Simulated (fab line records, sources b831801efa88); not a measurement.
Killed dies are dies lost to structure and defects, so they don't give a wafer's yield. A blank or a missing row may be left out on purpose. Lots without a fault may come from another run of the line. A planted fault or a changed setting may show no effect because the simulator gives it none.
Chamber matching | flow gf180mcu | GF_V2_CMP_04 on cmp-02: 4 sister chambers
The step polishes SiO2. 4 wafers are shown with their chamber, then 6 later ones without.

WAFERS WITH THEIR CHAMBER
wafer  | chamber | motor_current_A (A)
L679.5 | 2       | 10.5
L680.1 | 1       | 12.0
L680.3 | 0       | 12.0
L680.4 | 3       | 14.2

WAFERS WITHOUT THEIR CHAMBER
wafer  | motor_current_A (A)
L681.3 | 10.9
L681.4 | 12.6
L681.5 | 14.2
L683.2 | 10.3
L683.4 | 13.1
L683.5 | 13.0

WHICH CHAMBER EACH WENT THROUGH
wafer  | from the rows above          | in truth
L681.3 | can't be placed: 2 or 0 or 1 | 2
L681.4 | can't be placed: 0 or 1 or 3 | 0
L681.5 | 3                            | 3
L683.2 | 2                            | 2
L683.4 | can't be placed: 0 or 1 or 3 | 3
L683.5 | can't be placed: 0 or 1 or 3 | 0
Placed correctly: 2 of 6. Can't be placed from these rows: 4 (the true chamber is among the candidates in 4). Placed wrongly: 0.
How it was worked out, from the rows above alone: a wafer's distance from a chamber is the root of the sum, over the readings, of the square of ((its reading less the chamber's mean) divided by the reading's scatter). The wafer belongs to the nearest chamber; if the next one is less than 2 further off, it can't be placed. A chamber's mean is the mean of its shown wafers. The scatter: with one shown wafer a chamber, the root of the mean of the squares of how far each hidden wafer lies from its nearest shown one.
